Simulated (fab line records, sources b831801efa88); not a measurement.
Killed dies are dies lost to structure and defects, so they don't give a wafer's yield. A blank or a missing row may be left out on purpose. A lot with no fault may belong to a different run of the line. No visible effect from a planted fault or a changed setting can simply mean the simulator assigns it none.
Matching of chambers -- flow gf180mcu -- pecvd-02 running GF_V4_CVD_02: 3 sister chambers
The step deposits SiO2 from TEOS, target thk 850 nm, time 94.851 s. 16 wafers are shown with their chamber, then 8 later ones without.

## EACH WAFER AND ITS CHAMBER
wafer,chamber,heater-power-w (W)
L074.1,2,698
L074.3,0,574
L074.4,1,566
L078.1,1,640
L078.2,0,564
L078.4,2,632
L079.2,2,706
L079.3,1,681
L079.6,2,550
L084.1,1,567
L084.3,0,593
L084.4,1,631
L088.3,2,569
L088.5,0,578
L088.6,1,552
L089.2,1,569

SIGNATURES (means of the wafers above)
reading,chamber 0,chamber 1,chamber 2,scatter within a chamber
heater-power-w,577.25,600.86,631.00,52.3
Rule: a wafer's distance from a chamber is the root of the sum, over the readings, of the square of ((its reading less the chamber's mean) divided by the reading's scatter). The wafer belongs to the nearest chamber; if the next one is less than 2 further off, it can't be placed. The scatter is the square root of a quotient: the sum, over the shown wafers, of each reading's squared deviation from its chamber's mean, divided by wafers minus chambers.

## WAFERS WITHOUT THEIR CHAMBER
wafer,heater-power-w (W)
L089.5,640
L089.6,575
L095.1,698
L095.2,499
L095.3,552
L095.4,549
L095.5,576
L095.6,628

## WHICH CHAMBER EACH WENT THROUGH
wafer,from the rows above,in truth
L089.5,can't be placed: 2 or 1 or 0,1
L089.6,can't be placed: 0 or 1 or 2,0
L095.1,can't be placed: 2 or 1 or 0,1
L095.2,can't be placed: 0 or 1 or 2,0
L095.3,can't be placed: 0 or 1 or 2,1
L095.4,can't be placed: 0 or 1 or 2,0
L095.5,can't be placed: 0 or 1 or 2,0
L095.6,can't be placed: 2 or 1 or 0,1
Placed correctly: 0 of 8. Unplaceable from these rows: 8, with the true chamber sitting among the candidates in 8. Number placed wrongly: 0.
